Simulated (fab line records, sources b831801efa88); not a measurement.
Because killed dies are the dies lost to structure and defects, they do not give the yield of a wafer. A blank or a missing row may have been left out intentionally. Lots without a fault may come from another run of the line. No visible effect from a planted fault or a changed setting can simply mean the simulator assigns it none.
Which tool is to blame? ; flow sky130 ; 13 lots, 39 wafers sampled, at 4 steps of a route of 708

WHAT THE GAUGES READ, wafer by wafer
SKY_FIELD_ISO_THK_MEAS_02. Usual: FIELD_ISO_OXIDATION_00_THK 11.91 nm, standard deviation 0.19.
lot;measured;on;FIELD_ISO_OXIDATION_00_THK (nm);flag
L451;day 1 20:56;film-metro-04;11.90 12.05 11.92;
L453;day 2 03:56;film-metro-04;12.27 12.05 12.37;
L452;day 2 03:57;film-metro-02;11.87 12.01 11.96;
L454;day 2 11:40;film-metro-02;12.17 12.30 11.92;
L459;day 3 08:38;film-metro-04;11.80 11.93 11.65;
L462;day 3 23:40;film-metro-04;11.92 11.77 11.72;
L463;day 4 05:12;film-metro-04;11.95 11.75 11.77;
L465;day 4 16:55;film-metro-02;11.67 11.97 11.80;
L467;day 5 03:06;film-metro-03;11.91 11.94 11.90;
L468;day 5 08:20;film-metro-02;11.57 11.69 11.75;
L469;day 5 12:32;film-metro-03;11.56 11.63 11.64;
L471;day 5 21:05;film-metro-03;11.89 11.73 11.96;
L473;day 6 07:20;film-metro-03;11.85 11.57 11.57;

SKY_POLY_CUT_OVL_MEAS_09. Usual: POLY_CUT_OVL 0 nm, standard deviation 5.1.
lot;measured;on;POLY_CUT_OVL (nm);flag
L451;day 25 19:41;overlay-01;0 6 6;
L453;day 26 07:18;overlay-01;-1 0 -1;
L452;day 26 10:17;overlay-01;1 3 -9;
L459;day 28 13:20;overlay-01;-3 -2 1;
L462;day 29 20:28;overlay-02;-2 0 -1;
L463;day 30 00:50;overlay-02;6 -1 13;
L465;day 30 12:32;overlay-02;-3 0 -7;
L467;day 31 00:24;overlay-01;6 -1 3;
L468;day 31 11:09;overlay-02;-3 1 -9;
L469;day 31 16:53;overlay-02;-5 4 -1;
L471;day 32 11:35;overlay-01;-4 3 1;
L473;day 32 17:42;overlay-01;2 -1 0;

SKY_SD_P_CD_MEAS_07: the cd target is 380 nm. Usual: cd-nm reads 379 nm (standard deviation 3).
lot;measured;on;cd-nm (nm);flag
L451;day 27 00:49;cd-sem-01;374 375 374;
L453;day 27 12:16;cd-sem-01;376 376 374;
L452;day 27 15:50;cd-sem-02;378 380 381;
L459;day 29 17:17;cd-sem-02;382 382 381;
L462;day 31 01:32;cd-sem-01;381 380 381;
L463;day 31 04:41;cd-sem-02;379 377 376;
L465;day 31 17:49;cd-sem-01;381 380 382;
L467;day 32 04:11;cd-sem-02;376 371 374;
L468;day 32 15:37;cd-sem-02;382 383 384;
L469;day 32 20:49;cd-sem-02;379 382 381;
L471;day 33 16:04;cd-sem-02;376 377 376;
L473;day 33 20:43;cd-sem-01;382 381 380;

TOOL THAT RAN EACH LOT (tool first, then ch and the chambers of the sampled wafers, then the start)
lot;SKY_SONOS_ONO_STRIP_17
L451;plasma-asher-03 ch 0,1, day 13 20:23
L453;plasma-asher-04 ch 0,1, day 14 04:30
L452;plasma-asher-04 ch 0,1, day 14 08:59
L454;plasma-asher-04 ch 0,1, day 14 17:29
L459;plasma-asher-01 ch 0,1, day 16 11:35
L462;plasma-asher-04 ch 0,1, day 17 19:01
L463;plasma-asher-04 ch 0,1, day 18 01:54
L465;plasma-asher-03 ch 0,1, day 18 14:12
L467;plasma-asher-04 ch 0,1, day 19 01:21
L468;plasma-asher-03 ch 0,1, day 19 11:48
L469;plasma-asher-04 ch 0,1, day 19 22:43
L471;plasma-asher-04 ch 0,1, day 20 14:12
L473;plasma-asher-04 ch 0,1, day 21 02:57
- SKY_SONOS_ONO_STRIP_17: strips in O2/N2.

AS READ BY THE TOOLS THEMSELVES (means over the sampled wafers that have a number; for cases with no such wafer, the mark the record gives instead)
SKY_SONOS_ONO_STRIP_17. Usual: drypump-motor-current-A 6.1 A, standard deviation 0.54; oes-product-au 0.709 a.u., standard deviation 0.0045; strip-time-to-endpoint-s 14.05 s, standard deviation 0.04.
lot;tool;drypump-motor-current-A (A);oes-product-au (a.u.);strip-time-to-endpoint-s (s);flag
L451;plasma-asher-03;6.2;0.708;14.08;
L453;plasma-asher-04;6.4;0.710;14.07;
L452;plasma-asher-04;6.4;0.712;14.07;
L454;plasma-asher-04;6.4;0.903;-;OFF
L459;plasma-asher-01;5.4;0.711;14.05;
L462;plasma-asher-04;6.4;0.707;14.01;
L463;plasma-asher-04;6.4;0.711;14.09;
L465;plasma-asher-03;6.2;0.708;14.06;
L467;plasma-asher-04;6.4;0.707;14.04;
L468;plasma-asher-03;6.5;0.713;14.04;
L469;plasma-asher-04;6.4;0.712;14.05;
L471;plasma-asher-04;6.4;0.710;13.96;
L473;plasma-asher-04;6.4;0.707;13.99;

THE ANSWER, worked out from the rows above alone
Rule: take the mean of a lot's wafers that have a number; if it is more than 3 standard deviations from the usual mean, the lot is off. A lot without any number at a reading at which 4 lots or more have one is off too. The other lots that the step has rows for count as sound. First the gauges in route order, then the tools' own readings, where a lot's mean is used as printed above. At the first step where some lot is off, the reading lying furthest off is the one used; lots without a number count as furthest.
Off: L454 (SKY_SONOS_ONO_STRIP_17, strip-time-to-endpoint-s). Without a number there: L454.
If a tool, at that step or one of the process steps before it, ran each lot that is off and ran no sound lot following the first of them, it fits. None of those tried fits.

WHAT THE SIMULATOR PUT IN
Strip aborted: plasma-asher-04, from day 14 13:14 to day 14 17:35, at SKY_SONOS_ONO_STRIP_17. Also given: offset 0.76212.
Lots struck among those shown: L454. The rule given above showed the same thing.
